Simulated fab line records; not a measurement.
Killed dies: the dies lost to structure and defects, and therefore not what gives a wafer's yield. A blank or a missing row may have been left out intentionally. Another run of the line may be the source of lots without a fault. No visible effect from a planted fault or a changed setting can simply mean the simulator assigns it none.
The tool behind it: which one?    flow gf180mcu    12 lots, 36 wafers sampled, at 4 steps of a route of 602

## WHAT THE GAUGES READ, wafer by wafer
GF_VT_IMPLANT_RS_MEAS_49: uses a four-point probe to measure. Usual: MVPSD_RS typically reads 1169 ohm/sq, with standard deviation 3.5.
lot   measured      on             MVPSD_RS (ohm/sq)  flag
L216  day 7 17:55   film-metro-03  1175 1171 1173     
L219  day 8 15:16   film-metro-02  1160 1163 1163     
L220  day 8 20:58   film-metro-03  1161 1160 1163     
L221  day 9 04:26   film-metro-02  1170 1168 1168     
L222  day 9 15:01   film-metro-02  1170 1166 1168     
L223  day 9 18:24   film-metro-04  1169 1173 1173     
L225  day 10 08:02  film-metro-03  1170 1171 1169     
L230  day 12 03:43  film-metro-03  1149 1152 1147     OFF
L231  day 12 13:52  film-metro-04  1147 1146 1145     OFF
L236  day 13 14:16  film-metro-03  1169 1165 1167     
L238  day 13 22:53  film-metro-04  1169 1170 1169     
L237  day 14 02:16  film-metro-04  1172 1176 1174     

GF_CONTACT_OVL_MEAS_15. Usual: CONTACT_OVL typically reads -2 nm, with standard deviation 6.
lot   measured      on          CONTACT_OVL (nm)  flag
L216  day 16 03:49  overlay-01  -10 -7 -11        
L219  day 17 07:16  overlay-01  0 -6 -11          
L220  day 17 17:06  overlay-01  -8 -7 -5          
L221  day 18 09:31  overlay-01  1 -14 -4          
L222  day 18 22:18  overlay-01  6 10 4            
L223  day 19 04:28  overlay-02  9 7 4             
L225  day 19 22:15  overlay-01  -5 -3 -6          
L230  day 22 01:34  overlay-01  3 0 -5            
L231  day 22 10:54  overlay-02  4 3 7             
L236  day 23 16:15  overlay-01  4 1 3             
L238  day 24 02:27  overlay-02  -12 -4 -3         
L237  day 24 06:25  overlay-02  2 -4 8            

## EACH LOT AND THE TOOL THAT RAN IT (in order: tool; ch and the chambers of the sampled wafers; start)
lot   GF_MVPSD_IMPLANT_08              GF_HV_LDD_STRIP_49
L216  implanter-01 ch 0, day 5 06:04   plasma-asher-04 ch 0,1, day 12 11:30
L219  implanter-01 ch 0, day 6 00:46   plasma-asher-01 ch 0, day 13 11:53
L220  implanter-01 ch 0, day 6 03:38   plasma-asher-01 ch 0,1, day 13 20:02
L221  implanter-03 ch 0, day 6 10:36   plasma-asher-01 ch 0,1, day 14 11:27
L222  implanter-02 ch 0, day 6 19:26   plasma-asher-04 ch 0,1, day 14 22:18
L223  implanter-03 ch 0, day 6 22:32   plasma-asher-04 ch 0,1, day 15 04:05
L225  implanter-01 ch 0, day 7 11:05   plasma-asher-03 ch 1, day 15 19:17
L230  implanter-03 ch 0, day 9 03:32   plasma-asher-03 ch 0,1, day 17 21:20
L231  implanter-03 ch 0, day 9 11:32   plasma-asher-01 ch 0,1, day 18 06:35
L236  implanter-02 ch 0, day 10 09:28  plasma-asher-01 ch 0,1, day 19 13:24
L238  implanter-01 ch 0, day 10 17:51  plasma-asher-04 ch 0,1, day 19 23:44
L237  implanter-02 ch 0, day 10 20:17  plasma-asher-03 ch 0,1, day 20 02:59
- GF_MVPSD_IMPLANT_08
- GF_HV_LDD_STRIP_49: strips in O2/N2.

## WHAT THE TOOLS THEMSELVES READ (means of the sampled wafers that have a number; where no wafer has one, the mark that the record gives instead)
GF_MVPSD_IMPLANT_08. Usual: beam-on-s 10.02 s, standard deviation 0.2; dose-ions-cm2 1.5e+13, standard deviation 1.5e+10.
lot   tool          beam-on-s (s)  dose-ions-cm2  flag
L216  implanter-01  10.10          1.5e+13        
L219  implanter-01  9.76           1.5e+13        
L220  implanter-01  10.13          1.5e+13        
L221  implanter-03  9.97           1.5e+13        
L222  implanter-02  10.06          1.5e+13        
L223  implanter-03  10.17          1.5e+13        
L225  implanter-01  9.88           1.5e+13        
L230  implanter-03  9.86           1.6e+13        OFF
L231  implanter-03  10.02          1.6e+13        OFF
L236  implanter-02  10.15          1.5e+13        
L238  implanter-01  9.88           1.5e+13        
L237  implanter-02  10.05          1.5e+13        

GF_HV_LDD_STRIP_49. Usual: drypump-motor-current-A is 6.0 A with standard deviation 0.3, heater-power-w is 325 W with standard deviation 27, n2-flow-sccm is 299.8 sccm with standard deviation 0.97, o2-flow-sccm is 2998 sccm with standard deviation 9.4, oes-product-au is 0.716 a.u. with standard deviation 0.0054, platen-temp-c is 249.99 C with standard deviation 0.17, and strip-time-to-endpoint-s is 12.63 s with standard deviation 0.033.
lot   tool             drypump-motor-current-A (A)  heater-power-w (W)  n2-flow-sccm (sccm)  o2-flow-sccm (sccm)  oes-product-au (a.u.)  platen-temp-c (C)  strip-time-to-endpoint-s (s)  flag
L216  plasma-asher-04  6.0                          326                 298.7                2997                 0.714                  249.96             12.63                         
L219  plasma-asher-01  5.8                          372                 299.7                3008                 0.717                  250.07             12.63                         
L220  plasma-asher-01  5.8                          339                 299.6                2990                 0.714                  249.89             12.56                         
L221  plasma-asher-01  5.9                          336                 299.2                3015                 0.713                  249.81             12.63                         
L222  plasma-asher-04  5.7                          316                 299.0                3000                 0.711                  250.01             12.62                         
L223  plasma-asher-04  5.7                          311                 300.6                2995                 0.716                  250.01             12.61                         
L225  plasma-asher-03  6.4                          286                 300.4                2999                 0.716                  250.03             12.66                         
L230  plasma-asher-03  6.3                          296                 299.5                2992                 0.721                  250.12             12.64                         
L231  plasma-asher-01  5.8                          357                 299.9                3003                 0.711                  249.99             12.66                         
L236  plasma-asher-01  5.9                          341                 301.3                3002                 0.715                  250.12             12.66                         
L238  plasma-asher-04  6.0                          331                 300.0                3001                 0.713                  250.07             12.60                         
L237  plasma-asher-03  6.2                          313                 300.9                3008                 0.719                  249.90             12.69                         

## THE ANSWER, worked out from the rows above alone
Rule: a lot counts as off when the mean over its wafers that have a number is more than 3 standard deviations away from the usual mean. Also off: a lot with no number at a reading for which 4 or more lots have one. Where the step has rows for the other lots, those lots are counted as sound. The gauges are gone through in route order, then the tools' own readings, and for those a lot's mean is taken as printed above. The first step at which some lot is off is used, and at that step the reading that is off furthest; a lot without a number counts as furthest.
Off: L230, L231, seen at GF_VT_IMPLANT_RS_MEAS_49 (MVPSD_RS).
A tool fits if, at a process step before that reading, it ran every lot that is off, and no sound lot after the first of them. Not tried: the gauges at GF_VT_IMPLANT_RS_MEAS_49; whatever is off there is also off at GF_MVPSD_IMPLANT_08, on other tools, and gauge error can't account for it. One fits: GF_MVPSD_IMPLANT_08 on implanter-03. Its last sound lot is L223 (day 6 22:32), its first lot that is off L230 (day 9 03:32): a fault that began between those two fits.
On the lots that are off, the tool's own readings at GF_MVPSD_IMPLANT_08 differ by more than 5 times the standard deviation of the sound lots' means, which bears it out; dose-ions-cm2 reads 1.6e+13 there versus 1.5e+13 on the sound lots.

## WHAT THE SIMULATOR HAD PUT IN
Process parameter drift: implanter-03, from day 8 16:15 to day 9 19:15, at GF_MVPSD_IMPLANT_08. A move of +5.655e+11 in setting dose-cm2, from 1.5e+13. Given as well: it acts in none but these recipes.
Struck lots among those shown: L230, L231. The same result came from the rule above.
